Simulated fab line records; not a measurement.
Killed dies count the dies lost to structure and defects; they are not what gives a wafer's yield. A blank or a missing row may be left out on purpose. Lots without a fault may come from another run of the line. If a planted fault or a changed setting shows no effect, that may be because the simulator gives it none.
Matching of chambers	flow sky130	SKY_VIA4_ETCH_12 on rieDiel-02: 4 sister chambers
The step etches SiO2 in C4F8/O2/Ar, stops on TiN, target depth 580 nm. 8 wafers are shown with their chamber, then 12 later ones without.

WAFERS WITH THEIR CHAMBER
wafer	chamber	oesProductAu (a.u.)
L088.3	0	0.922
L088.5	3	0.917
L089.3	2	0.917
L089.4	1	0.922
L089.6	3	0.925
L090.1	1	0.921
L090.3	2	0.927
L090.6	0	0.921

WAFERS MISSING THEIR CHAMBER
wafer	oesProductAu (a.u.)
L096.1	0.920
L096.2	0.925
L096.3	0.930
L096.4	0.932
L096.5	0.921
L096.6	0.929
L095.1	0.927
L095.2	0.930
L095.3	0.920
L095.4	0.927
L095.5	0.931
L095.6	0.932

EACH ONE'S CHAMBER
wafer	from the rows above	in truth
L096.1	can't be placed: 3 or 0 or 1 or 2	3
L096.2	can't be placed: 2 or 0 or 1 or 3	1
L096.3	can't be placed: 2 or 0 or 1 or 3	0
L096.4	can't be placed: 2 or 0 or 1 or 3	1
L096.5	can't be placed: 3 or 0 or 1 or 2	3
L096.6	can't be placed: 2 or 0 or 1 or 3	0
L095.1	can't be placed: 2 or 0 or 1 or 3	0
L095.2	can't be placed: 2 or 0 or 1 or 3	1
L095.3	can't be placed: 3 or 0 or 1 or 2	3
L095.4	can't be placed: 2 or 0 or 1 or 3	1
L095.5	can't be placed: 2 or 0 or 1 or 3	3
L095.6	can't be placed: 2 or 0 or 1 or 3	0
Placed correctly: 0 of 12. Cannot be placed on the basis of these rows: 12; the candidates contain the true chamber in 12. 0 placed wrongly.
How it was worked out, from the rows above alone: a wafer's distance from a chamber is the root of the sum, over the readings, of the square of ((its reading less the chamber's mean) divided by the reading's scatter). If the next closest chamber is less than 2 further off than the closest, the wafer can't be placed; otherwise it belongs to the closest. For every chamber, the mean is computed from those of its wafers that are shown. How the scatter is found: for the shown wafers, subtract from each reading the mean of its chamber, square and add these, divide the total by (wafers less chambers), then take the root.
